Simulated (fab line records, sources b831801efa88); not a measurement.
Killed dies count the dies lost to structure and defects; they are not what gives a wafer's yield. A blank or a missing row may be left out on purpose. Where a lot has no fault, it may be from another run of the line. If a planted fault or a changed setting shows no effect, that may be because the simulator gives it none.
fab line records ; flow gf180mcu
[record] lots = 13; wafers = 39; last-day = 35
route steps=602 shown HV_LDD@224 SALICIDE@281 CONTACT@304
lots with no fault: from the same line, run without faults
start-h: the number of hours between the record's first day and the start of the first shown wafer of the lot ; wait-h: hours elapsed since this lot's preceding step ; " unchanged from the row above ; L1.1+2: several wafers, shown together as one row ; - no value, or no start given ; * or withheld: withheld ; < > ~ a bound
route shown NAME@n: a module of which the file shows steps, and the number in the route of the first ; usual: mean and standard deviation over wafers with no fault ; same: alike in all rows ; chamber/n: place in a boat ; sites: per-site readings ; _std_site: standard deviation of those values ; _edge_site: mean of outer sites minus mean of inner sites ; radius-mm: how far each site lies from the wafer's centre ; mask NAME#n: copy n ; behind: tool/chamber where the wafer was last shaped ; hold: why the lot went on hold/how many hours it stayed there/how the hold came to an end ; device: the n, p or np transistor that did not switch ; end of line: at the end of the route, the tests of the same wafers ; a step given without rows: its recipe and nothing more ; killed: not the wafer's yield, but the dies lost to structure and defects at the first sort ; map: a wafer's dies, x killed, . not, _ none there
set.NAME: the run value of the setting; set.NAME@STEP: its run value at that earlier step ; model.NAME: the simulator's own value behind a step, which no gauge read
a sample of lots followed through the steps of the route, with each step as a table and each wafer as a row
services: from which hour (start-h, from the record's first day; less than 0 if before it) a tool's chamber was out of use, for how many hours, and why
[[steps]]
[step GF_HV_LDD_IMPLANT_48]
[recipe] species = B; energy-kev = 25; dose-cm2 = 3e+13; tilt-deg = 7
[usual] beam-energy-keV = 25.000/0.008; dose-ions-cm2 = 3e+13/3.9e+10; faraday-current-uA = 169/3.4
lot.wafer;tool;chamber;start-h;wait-h;beam-energy-keV;dose-ions-cm2;faraday-current-uA
L350.2;implanter-02;0;275.50;0.0;24.990;3.002e+13;170
L350.4;implanter-02;0;275.50;0.0;25.001;3.003e+13;169
L350.6;implanter-02;0;275.50;0.0;25.000;3e+13;168
L351.1;implanter-04;0;285.58;0.0;25.001;2.997e+13;167
L351.2;implanter-04;0;285.58;0.0;25.014;2.996e+13;170
L351.6;implanter-04;0;285.58;0.0;25.003;2.997e+13;170
L354.1;implanter-03;0;314.58;0.0;25.014;2.999e+13;166
L354.2;implanter-03;0;314.58;0.0;25.015;2.999e+13;166
L354.5;implanter-03;0;314.58;0.0;25.005;2.996e+13;168
L355.1;implanter-02;0;328.18;0.0;25.007;3.006e+13;164
L355.5;implanter-02;0;328.18;0.0;24.998;3.003e+13;165
L355.6;implanter-02;0;328.18;0.0;25.001;3.003e+13;167
L358.1;implanter-02;0;351.22;0.0;25.003;2.999e+13;168
L358.2;implanter-02;0;351.22;0.0;24.996;3.002e+13;169
L358.6;implanter-02;0;351.22;0.0;24.989;3.004e+13;167
L360.2;implanter-04;0;365.40;0.0;25.004;2.997e+13;172
L360.4;implanter-04;0;365.40;0.0;25.004;3.003e+13;171
L360.5;implanter-04;0;365.40;0.0;25.008;2.997e+13;173
L361.3;implanter-04;0;368.18;0.1;25.001;3.003e+13;167
L361.5;implanter-04;0;368.18;0.1;25.014;3.002e+13;166
L361.6;implanter-04;0;368.18;0.1;25.014;3.003e+13;170
L363.3;implanter-02;0;386.72;0.1;18.082;2.998e+13;171
L363.4;implanter-02;0;386.72;0.1;18.075;3e+13;175
L363.6;implanter-02;0;386.72;0.1;18.079;3.005e+13;166
L365.2;implanter-02;0;405.85;0.0;18.069;3.003e+13;175
L365.5;implanter-02;0;405.85;0.0;18.079;3.008e+13;166
L365.6;implanter-02;0;405.85;0.0;18.074;3.002e+13;170
L368.1;implanter-03;0;423.32;0.0;24.996;3.002e+13;167
L368.2;implanter-03;0;423.32;0.0;24.997;3.005e+13;172
L368.4;implanter-03;0;423.32;0.0;24.999;3.011e+13;174
L370.1;implanter-03;0;437.68;0.0;25.006;2.997e+13;168
L370.2;implanter-03;0;437.68;0.0;24.989;2.998e+13;169
L370.5;implanter-03;0;437.68;0.0;25.013;2.998e+13;175
L371.1;implanter-03;0;443.68;0.0;24.983;2.993e+13;170
L371.2;implanter-03;0;443.68;0.0;24.998;2.996e+13;166
L371.3;implanter-03;0;443.68;0.0;24.989;2.99e+13;171
L373.2;implanter-02;0;467.35;0.0;24.993;2.996e+13;164
L373.4;implanter-02;0;467.35;0.0;25.001;3e+13;169
L373.6;implanter-02;0;467.35;0.0;25.003;2.999e+13;169
[step GF_HV_LDD_TW_MEAS_50]
[usual] HV_LDD_4_TW = 566.5/2.8
lot.wafer;tool;chamber;start-h;wait-h;HV_LDD_4_TW
L350.2;film-metro-02;-;275.74;0.1;563.7
L350.4;film-metro-02;-;275.74;0.1;562.0
L350.6;film-metro-02;-;275.74;0.1;564.2
L351.1;film-metro-02;-;285.83;0.1;561.2
L351.2;film-metro-02;-;285.83;0.1;564.9
L351.6;film-metro-02;-;285.83;0.1;562.0
L354.1;film-metro-02;-;314.83;0.1;567.7
L354.2;film-metro-02;-;314.83;0.1;563.0
L354.5;film-metro-02;-;314.83;0.1;565.4
L355.1;film-metro-01;-;328.43;0.1;566.3
L355.5;film-metro-01;-;328.43;0.1;567.9
L355.6;film-metro-01;-;328.43;0.1;571.1
L358.1;film-metro-01;-;351.47;0.1;568.7
L358.2;film-metro-01;-;351.47;0.1;571.4
L358.6;film-metro-01;-;351.47;0.1;568.0
L360.2;film-metro-03;-;365.63;0.1;569.9
L360.4;film-metro-03;-;365.63;0.1;568.7
L360.5;film-metro-03;-;365.63;0.1;573.6
L361.3;film-metro-01;-;368.40;0.1;565.3
L361.5;film-metro-01;-;368.40;0.1;564.6
L361.6;film-metro-01;-;368.40;0.1;564.3
L363.3;film-metro-01;-;386.94;0.1;527.8
L363.4;film-metro-01;-;386.94;0.1;529.3
L363.6;film-metro-01;-;386.94;0.1;532.0
L365.2;film-metro-03;-;406.09;0.1;527.5
L365.5;film-metro-03;-;406.09;0.1;531.8
L365.6;film-metro-03;-;406.09;0.1;527.8
L368.1;film-metro-02;-;423.57;0.1;562.1
L368.2;film-metro-02;-;423.57;0.1;561.4
L368.4;film-metro-02;-;423.57;0.1;564.3
L370.1;film-metro-01;-;437.93;0.1;563.4
L370.2;film-metro-01;-;437.93;0.1;566.6
L370.5;film-metro-01;-;437.93;0.1;568.7
L371.1;film-metro-03;-;443.93;0.1;564.6
L371.2;film-metro-03;-;443.93;0.1;566.7
L371.3;film-metro-03;-;443.93;0.1;566.5
L373.2;film-metro-01;-;467.58;0.1;566.4
L373.4;film-metro-01;-;467.58;0.1;565.4
L373.6;film-metro-01;-;467.58;0.1;566.3
[step GF_SALICIDE_SPUTTER_03]
[recipe] material = TiN; target-thk-nm = 20; power-w = 6500; time-s = 16.7; chamber-pressure-pa = 0.4
[usual] throttle-valve-pct = 30.3/1.4
lot.wafer;tool;chamber;start-h;wait-h;throttle-valve-pct
L350.2;pvd-sputter-01;-;342.33;0.0;28.0
L350.4;pvd-sputter-01;-;342.33;0.0;30.5
L350.6;pvd-sputter-01;-;342.33;0.0;32.1
L351.1;pvd-sputter-03;-;354.50;0.0;31.2
L351.2;pvd-sputter-03;-;354.50;0.0;29.9
L351.6;pvd-sputter-03;-;354.50;0.0;31.2
L354.1;pvd-sputter-01;-;384.89;0.0;31.9
L354.2;pvd-sputter-01;-;384.89;0.0;27.8
L354.5;pvd-sputter-01;-;384.89;0.0;30.2
L355.1;pvd-sputter-04;-;399.57;0.0;30.1
L355.5;pvd-sputter-04;-;399.57;0.0;32.2
L355.6;pvd-sputter-04;-;399.57;0.0;28.0
L358.1;pvd-sputter-01;-;426.29;0.0;30.1
L358.2;pvd-sputter-01;-;426.29;0.0;27.8
L358.6;pvd-sputter-01;-;426.29;0.0;32.0
L360.2;pvd-sputter-03;-;442.47;0.0;29.6
L360.4;pvd-sputter-03;-;442.47;0.0;31.3
L360.5;pvd-sputter-03;-;442.47;0.0;31.3
L361.3;pvd-sputter-01;-;443.79;0.0;28.1
L361.5;pvd-sputter-01;-;443.79;0.0;28.1
L361.6;pvd-sputter-01;-;443.79;0.0;30.7
L363.3;pvd-sputter-01;-;462.64;0.0;30.2
L363.4;pvd-sputter-01;-;462.64;0.0;31.8
L363.6;pvd-sputter-01;-;462.64;0.0;28.2
L365.2;pvd-sputter-01;-;484.44;0.0;29.8
L365.5;pvd-sputter-01;-;484.44;0.0;31.9
L365.6;pvd-sputter-01;-;484.44;0.0;30.2
L368.1;pvd-sputter-03;-;500.94;0.0;29.9
L368.2;pvd-sputter-03;-;500.94;0.0;30.2
L368.4;pvd-sputter-03;-;500.94;0.0;31.3
L370.1;pvd-sputter-03;-;514.13;0.0;29.7
L370.2;pvd-sputter-03;-;514.13;0.0;31.4
L370.5;pvd-sputter-03;-;514.13;0.0;31.3
L371.1;pvd-sputter-03;-;521.89;0.0;30.3
L371.2;pvd-sputter-03;-;521.89;0.0;31.8
L371.3;pvd-sputter-03;-;521.89;0.0;29.9
L373.2;pvd-sputter-01;-;542.77;0.0;30.4
L373.4;pvd-sputter-01;-;542.77;0.0;29.9
L373.6;pvd-sputter-01;-;542.77;0.0;28.2
[step GF_SALICIDE_RTA_08]
[recipe] temp-c = 800; time-s = 30; ambient = N2
[usual] lamp-power-pct = 18.3/0.61; wafer_temp_C_max = 802.9/0.71
lot.wafer;tool;chamber;start-h;wait-h;lamp-power-pct;wafer_temp_C_max
L350.2;rtp-anneal-02;0;342.74;0.0;18.8;803.4
L350.4;rtp-anneal-02;0;342.74;0.0;18.9;802.6
L350.6;rtp-anneal-02;0;342.74;0.0;18.8;802.3
L351.1;rtp-anneal-01;0;354.90;0.0;17.6;803.5
L351.2;rtp-anneal-01;0;354.90;0.0;17.6;803.8
L351.6;rtp-anneal-01;0;354.90;0.0;17.6;802.9
L354.1;rtp-anneal-01;0;385.29;0.0;17.6;802.3
L354.2;rtp-anneal-01;0;385.29;0.0;17.6;802.5
L354.5;rtp-anneal-01;0;385.29;0.0;17.7;802.7
L355.1;rtp-anneal-02;0;399.97;0.0;18.8;802.6
L355.5;rtp-anneal-02;0;399.97;0.0;18.9;802.1
L355.6;rtp-anneal-02;0;399.97;0.0;18.9;802.6
L358.1;rtp-anneal-02;0;426.69;0.0;18.9;803.1
L358.2;rtp-anneal-02;0;426.69;0.0;18.8;802.8
L358.6;rtp-anneal-02;0;426.69;0.0;18.9;804.1
L360.2;rtp-anneal-01;0;442.89;0.0;17.6;803.1
L360.4;rtp-anneal-01;0;442.89;0.0;17.6;804.7
L360.5;rtp-anneal-01;0;442.89;0.0;17.7;803.0
L361.3;rtp-anneal-02;0;444.22;0.0;18.9;803.0
L361.5;rtp-anneal-02;0;444.22;0.0;18.8;802.1
L361.6;rtp-anneal-02;0;444.22;0.0;18.9;802.9
L363.3;rtp-anneal-01;0;463.07;0.0;17.6;803.0
L363.4;rtp-anneal-01;0;463.07;0.0;17.6;803.0
L363.6;rtp-anneal-01;0;463.07;0.0;17.6;802.2
L365.2;rtp-anneal-01;0;484.86;0.0;17.6;803.8
L365.5;rtp-anneal-01;0;484.86;0.0;17.6;804.5
L365.6;rtp-anneal-01;0;484.86;0.0;17.7;803.4
L368.1;rtp-anneal-01;0;501.36;0.0;17.7;803.6
L368.2;rtp-anneal-01;0;501.36;0.0;17.6;802.7
L368.4;rtp-anneal-01;0;501.36;0.0;17.6;802.8
L370.1;rtp-anneal-01;0;514.53;0.0;17.6;803.7
L370.2;rtp-anneal-01;0;514.53;0.0;17.6;804.1
L370.5;rtp-anneal-01;0;514.53;0.0;17.6;803.4
L371.1;rtp-anneal-01;0;522.28;0.0;17.6;804.5
L371.2;rtp-anneal-01;0;522.28;0.0;17.7;802.7
L371.3;rtp-anneal-01;0;522.28;0.0;17.6;802.8
L373.2;rtp-anneal-01;0;543.19;0.0;17.6;802.9
L373.4;rtp-anneal-01;0;543.19;0.0;17.6;803.5
L373.6;rtp-anneal-01;0;543.19;0.0;17.6;802.6
[step GF_CONTACT_ETCH_17]
[recipe] chemistry = C4F8/O2/Ar; mask-material = KrF; target = SiO2; stop-on = CoSi2; source-w = 1500; bias-w = 1200; pressure-mtorr = 40; c4f8-flow-sccm = withheld; O2_flow_sccm = 6; Ar_flow_sccm = 300; time-s = withheld; target-depth-a = 8600
[usual] oes-product-au = 0.814/0.0047
lot.wafer;tool;chamber;start-h;wait-h;oes-product-au
L350.2;rie-diel-01;2;-;-;0.804
L350.4;rie-diel-01;1;-;-;0.819
L350.6;rie-diel-01;2;-;-;0.813
L351.1;rie-diel-02;3;-;-;0.814
L351.2;rie-diel-02;0;-;-;0.820
L351.6;rie-diel-02;0;-;-;0.819
L354.1;rie-diel-02;1;-;-;0.812
L354.2;rie-diel-02;0;-;-;0.818
L354.5;rie-diel-02;3;-;-;0.805
L355.1;rie-diel-02;1;-;-;0.820
L355.5;rie-diel-02;0;-;-;0.810
L355.6;rie-diel-02;3;-;-;0.813
L358.1;rie-diel-01;2;-;-;0.815
L358.2;rie-diel-01;1;-;-;0.817
L358.6;rie-diel-01;2;-;-;0.819
L360.2;rie-diel-01;0;-;-;0.816
L360.4;rie-diel-01;2;-;-;0.815
L360.5;rie-diel-01;3;-;-;0.809
L361.3;rie-diel-01;1;-;-;0.818
L361.5;rie-diel-01;1;-;-;0.814
L361.6;rie-diel-01;2;-;-;0.812
L363.3;rie-diel-04;3;-;-;0.815
L363.4;rie-diel-04;2;-;-;0.810
L363.6;rie-diel-04;2;-;-;0.812
L365.2;rie-diel-01;0;-;-;0.811
L365.5;rie-diel-01;0;-;-;0.817
L365.6;rie-diel-01;3;-;-;0.810
L368.1;rie-diel-02;3;-;-;0.818
L368.2;rie-diel-02;1;-;-;0.812
L368.4;rie-diel-02;2;-;-;0.817
L370.1;rie-diel-01;3;-;-;0.812
L370.2;rie-diel-01;0;-;-;0.823
L370.5;rie-diel-01;0;-;-;0.808
L371.1;rie-diel-02;2;-;-;0.819
L371.2;rie-diel-02;3;-;-;0.812
L371.3;rie-diel-02;0;-;-;0.807
L373.2;rie-diel-04;3;-;-;0.815
L373.4;rie-diel-04;0;-;-;0.822
L373.6;rie-diel-04;1;-;-;0.815
[[services]]
tool;chamber;start-h;hours;kind
implanter-02;-;276.23;1.3;repair
implanter-03;-;296.78;3.1;pm
implanter-02;-;300.53;3.9;repair
implanter-03;-;300.68;2.4;repair
rie-diel-01;2;305.66;22.0;repair
rie-diel-01;1;337.04;3.0;repair
rtp-anneal-01;-;348.64;3.5;pm
implanter-02;-;361.96;1.7;repair
pvd-sputter-03;-;363.10;0.5;repair
rie-diel-02;2;370.10;3.1;repair
rie-diel-01;0;373.49;21.7;repair
pvd-sputter-01;-;380.32;4.3;repair
rie-diel-01;3;393.72;6.0;repair
implanter-02;-;395.67;1.9;repair
pvd-sputter-01;-;409.20;1.0;repair
rie-diel-01;0;409.82;2.5;repair
rie-diel-01;1;425.86;2.8;repair
rie-diel-02;0;434.59;17.9;repair
rie-diel-02;0;501.58;10.2;repair
implanter-02;-;512.04;0.7;repair
rie-diel-02;1;527.36;6.2;repair
implanter-02;-;532.25;2.1;repair
rie-diel-01;1;535.70;2.8;repair
rie-diel-01;-;564.43;2.8;pm
[[key]]
[first-sign] step = GF_HV_LDD_IMPLANT_48; reading = beam-energy-keV; direction = down; sigmas = 99+; usual = 25.000; struck = 18.076
[effect] step = GF_HV_LDD_TW_MEAS_50; reading = HV_LDD_4_TW; direction = down; sigmas = 13; usual = 566.5; struck = 529.3
met-at GF_HV_LDD_IMPLANT_48
struck-lots L363,L365
tester-left-out L363,L365
not-acting-at GF_SALICIDE_SPUTTER_03,GF_SALICIDE_RTA_08,GF_CONTACT_ETCH_17
onset-between 351.22 386.72
[fault] kind = process-parameter-drift; tool = implanter-02; chamber = -; onset-h = 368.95; steps = GF_HV_LDD_IMPLANT_48; channel = energy-kev; offset = -6.9143; shape = step; end-h = 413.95; acts-in = these-recipes-only; stated = 25
// tester-left-out: of these lots the tester's yield and bins aren't shown, on N5 and GAA mostly nor the transistor test; their killed dies are dies lost to structure and defects alone, not to doping, threshold or leakage, so they don't give the yield
